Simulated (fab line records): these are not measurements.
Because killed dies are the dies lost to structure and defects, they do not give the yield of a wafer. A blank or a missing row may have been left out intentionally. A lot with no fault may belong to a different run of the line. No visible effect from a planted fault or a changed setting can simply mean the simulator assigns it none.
The tool behind it: which one?    flow sky130    11 lots with 33 wafers sampled at 5 steps, on a route of 708 steps

== WHAT EACH GAUGE READ, for each wafer ==
SKY_LDD_LDN_TW_MEAS_13. Usual: LDD_LDN_TW gives 1485 (standard deviation 14).
lot   measured      on             LDD_LDN_TW      flag
L862  day 22 20:23  film_metro-02  1487 1486 1489  
L863  day 23 04:50  film_metro-02  1485 1473 1476  
L864  day 23 21:52  film_metro-01  1466 1460 1472  
L869  day 25 12:34  film_metro-01  1474 1464 1471  
L870  day 26 03:02  film_metro-01  1469 1468 1472  
L874  day 27 19:17  film_metro-04  1503 1506 1498  
L877  day 28 11:16  film_metro-01  1469 1471 1467  
L881  day 29 20:42  film_metro-04  1503 1500 1502  
L883  day 30 10:17  film_metro-04  1502 1507 1501  
L884  day 30 13:11  film_metro-01  1474 1479 1469  
L885  day 31 03:08  film_metro-04  1504 1510 1498  

SKY_POLY_CUT_OVL_MEAS_09. Usual: POLY_CUT_OVL gives 1 nm (standard deviation 6.1).
lot   measured      on          POLY_CUT_OVL (nm)  flag
L862  day 24 04:07  overlay-02  3 1 9              
L863  day 24 12:04  overlay-02  -12 6 3            
L864  day 25 05:21  overlay-01  -2 13 -6           
L869  day 26 19:06  overlay-02  8 9 7              
L870  day 27 09:18  overlay-02  6 -3 6             
L874  day 29 01:19  overlay-02  2 -2 13            
L877  day 29 17:43  overlay-01  -5 1 5             
L881  day 31 01:46  overlay-01  -2 3 -2            
L883  day 31 15:46  overlay-02  -5 1 -1            
L884  day 31 18:46  overlay-01  -1 1 -2            
L885  day 32 07:57  overlay-02  3 7 3              

SKY_LI_CONTACT_THK_MEAS_01. Usual: LI_CONTACT_HDPCVD_THK gives 934 nm (standard deviation 10).
lot   measured      on             LI_CONTACT_HDPCVD_THK (nm)  flag
L862  day 27 23:19  film_metro-02  930 928 936                 
L863  day 28 06:13  film_metro-03  926 918 931                 
L864  day 28 20:49  film_metro-02  942 931 928                 
L869  day 30 10:43  film_metro-01  923 939 924                 
L870  day 30 23:33  film_metro-01  935 953 942                 
L874  day 32 13:28  film_metro-01  952 1114 937                OFF
L877  day 33 04:57  film_metro-03  925 1088 919                OFF
L881  day 34 11:11  film_metro-03  926 937 936                 
L883  day 35 00:07  film_metro-03  934 933 939                 
L884  day 35 03:16  film_metro-02  957 944 951                 
L885  day 35 17:43  film_metro-03  948 954 945                 

== EACH LOT AND THE TOOL THAT RAN IT (in order: tool; ch and the chambers of the sampled wafers; start) ==
lot   SKY_POLY_CUT_ETCH_10                SKY_LI_CONTACT_HDPCVD_00
L862  rie_diel-02 ch 1,2, day 24 04:08    hdpcvd-02 ch 1,2, day 27 23:12
L863  rie_diel-02 ch 0,1,2, day 24 12:05  hdpcvd-01 ch 0,1, day 28 06:07
L864  rie_diel-02 ch 1,2, day 25 05:23    hdpcvd-02 ch 0,1,2, day 28 20:43
L869  rie_diel-03 ch 0,2,3, day 26 19:08  hdpcvd-02 ch 0,1, day 30 10:37
L870  rie_diel-02 ch 0,1, day 27 09:20    hdpcvd-02 ch 1,2, day 30 23:27
L874  rie_diel-01 ch 2,3, day 29 01:20    hdpcvd-02 ch 0,1,2, day 32 13:22
L877  rie_diel-01 ch 0,1,2, day 29 17:45  hdpcvd-02 ch 0,1,2, day 33 04:51
L881  rie_diel-01 ch 1,2, day 31 01:47    hdpcvd-01 ch 0,1,2, day 34 11:04
L883  rie_diel-01 ch 0,1, day 31 15:48    hdpcvd-01 ch 0,1,2, day 35 00:00
L884  rie_diel-03 ch 0,2,3, day 31 18:48  hdpcvd-01 ch 0,1, day 35 03:09
L885  rie_diel-01 ch 0,1,2, day 32 07:59  hdpcvd-01 ch 0,2, day 35 17:36
- SKY_POLY_CUT_ETCH_10: etches BARC in N2/H2, stops on SiO2, time 45.9 s, target depth 60 nm.
- SKY_LI_CONTACT_HDPCVD_00: deposits PSG, target thk 930 nm, time 155 s.

== WHAT THE TOOLS THEMSELVES READ (means of the sampled wafers that have a number; where no wafer has one, the mark that the record gives instead) ==
SKY_POLY_CUT_ETCH_10. Usual: chamber_pressure_mTorr 30.003 mTorr, standard deviation 0.029; drypump_motor_current_A 5.72 A, standard deviation 0.29; n2_flow_sccm 100.03 sccm, standard deviation 0.29; oes_product_au 0.855 a.u., standard deviation 0.0047; rf_fwd_power_W 495.0 W, standard deviation 1.8; throttle_valve_pct 13.225 %, standard deviation 0.0091.
lot   tool         chamber_pressure_mTorr (mTorr)  drypump_motor_current_A (A)  n2_flow_sccm (sccm)  oes_product_au (a.u.)  rf_fwd_power_W (W)  throttle_valve_pct (%)  flag
L862  rie_diel-02  30.021                          5.61                         100.05               0.855                  496.5               13.222                  
L863  rie_diel-02  30.004                          5.51                         100.25               0.853                  496.2               13.218                  
L864  rie_diel-02  29.999                          5.62                         100.23               0.850                  497.6               13.220                  
L869  rie_diel-03  30.012                          5.77                         100.00               0.851                  493.7               13.223                  
L870  rie_diel-02  30.017                          5.57                         100.14               0.853                  495.7               13.231                  
L874  rie_diel-01  30.001                          5.99                         99.98                0.860                  493.8               13.228                  
L877  rie_diel-01  29.971                          5.83                         100.09               0.855                  494.8               13.224                  
L881  rie_diel-01  29.996                          5.93                         100.06               0.854                  495.8               13.222                  
L883  rie_diel-01  30.007                          5.79                         100.08               0.856                  495.2               13.222                  
L884  rie_diel-03  30.054                          5.74                         99.96                0.852                  496.8               13.220                  
L885  rie_diel-01  30.007                          5.82                         100.16               0.855                  494.8               13.229                  

SKY_LI_CONTACT_HDPCVD_00. Usual: run_length_s reads 183.0 s (standard deviation 0.48).
lot   tool       run_length_s (s)  flag
L862  hdpcvd-02  183.6             
L863  hdpcvd-01  182.5             
L864  hdpcvd-02  183.4             
L869  hdpcvd-02  182.9             
L870  hdpcvd-02  183.1             
L874  hdpcvd-02  192.6             OFF
L877  hdpcvd-02  192.4             OFF
L881  hdpcvd-01  182.7             
L883  hdpcvd-01  182.5             
L884  hdpcvd-01  182.3             
L885  hdpcvd-01  182.7             

== THE ANSWER, worked out from the rows above alone ==
Rule: lot off if the mean of its wafers having a number is beyond 3 standard deviations from the usual mean. A lot without any number at a reading at which 4 lots or more have one is off too. The other lots that the step has rows for count as sound. The gauges are gone through in route order, then the tools' own readings, and for those a lot's mean is taken as printed above. At the first step where some lot is off, the reading lying furthest off is the one used; lots without a number count as furthest.
Off: L874, L877, at SKY_LI_CONTACT_THK_MEAS_01 (LI_CONTACT_HDPCVD_THK).
A tool fits if, at a process step before that reading, it ran every lot that is off, and no sound lot after the first of them. The gauges at SKY_LI_CONTACT_THK_MEAS_01 aren't tried: what is off there is off at SKY_LI_CONTACT_HDPCVD_00 too, on other tools, and a gauge's error can't cause that. One candidate fits, namely hdpcvd-02 at SKY_LI_CONTACT_HDPCVD_00. A fault onset in the window from L870 (day 30 23:27, its last sound lot) to L874 (day 32 13:22, its first lot off) fits.
On the lots that are off, the tool's own readings at SKY_LI_CONTACT_HDPCVD_00 differ by more than 5 times the standard deviation of the sound lots' means, which bears it out; run_length_s reads 192.5 s there versus 182.9 s on the sound lots.

== WHAT WAS PUT IN BY THE SIMULATOR ==
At SKY_LI_CONTACT_HDPCVD_00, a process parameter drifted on hdpcvd-02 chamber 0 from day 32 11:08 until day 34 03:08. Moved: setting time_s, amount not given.
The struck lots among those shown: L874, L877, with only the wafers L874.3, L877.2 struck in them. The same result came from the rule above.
